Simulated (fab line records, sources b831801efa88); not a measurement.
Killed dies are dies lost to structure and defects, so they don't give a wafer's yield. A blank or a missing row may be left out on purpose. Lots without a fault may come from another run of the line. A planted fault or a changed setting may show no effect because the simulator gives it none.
One fault seen from 2 desks | flow gf180mcu | each desk has only its own numbers; what lay behind them comes last

THE METROLOGY DESK
What the gauges read, lot by lot, whatever tool the lot ran on: means of the sampled wafers that have a number. A lot is out of limits, marked OUT, if its mean lies more than 4 standard deviations from the usual mean; the brackets give that distance.
Columns: A = M5_OVL at GF_M5_OVL_MEAS_08, usual 0 nm
lot  | first seen here | A
L929 | day 26 06:34    | 5
L930 | day 26 10:13    | -1
L933 | day 27 09:16    | -3
L938 | day 29 07:44    | -8
L943 | day 30 16:53    | -4
L944 | day 30 21:28    | -5
L946 | day 31 03:32    | -5
L945 | day 31 10:14    | -2
L947 | day 31 13:46    | -6
L948 | day 31 19:25    | 0
L949 | day 32 05:52    | -8
L951 | day 32 15:02    | -2
This desk's finding: nothing out of limits on any of the 12 lots.

THE TOOL OWNER'S DESK: pvd_sputter-03
The tool's own readings at GF_TOP_METAL_SPUTTER_01 (material TiN, target thk 30 nm, time 25 s): means of the sampled wafers that have a number, for each lot that ran on this tool. A lot is out of limits, marked OUT, if its mean lies more than 4 standard deviations from the usual mean; the brackets give that distance.
Columns: A = chamber_pressure_pa at GF_TOP_METAL_SPUTTER_01, usual 0.4001 Pa; B = throttle_valve_pct at GF_TOP_METAL_SPUTTER_01, usual 29.9 %
lot  | first seen here | A      | B
L929 | day 27 06:32    | 0.4005 | 28.0
L930 | day 27 09:42    | 0.4000 | 29.6
L933 | day 28 07:35    | 0.3995 | 29.9
L938 | day 30 04:20    | 0.4003 | 29.0
L951 | day 33 09:25    | 0.3998 | 29.1
This desk's finding: nothing out of limits on any of the 5 lots.

PUT TOGETHER
The metrology desk saw nothing out of limits.
The tool owner's desk saw nothing out of limits.

WHAT THE SIMULATOR HAD PUT IN
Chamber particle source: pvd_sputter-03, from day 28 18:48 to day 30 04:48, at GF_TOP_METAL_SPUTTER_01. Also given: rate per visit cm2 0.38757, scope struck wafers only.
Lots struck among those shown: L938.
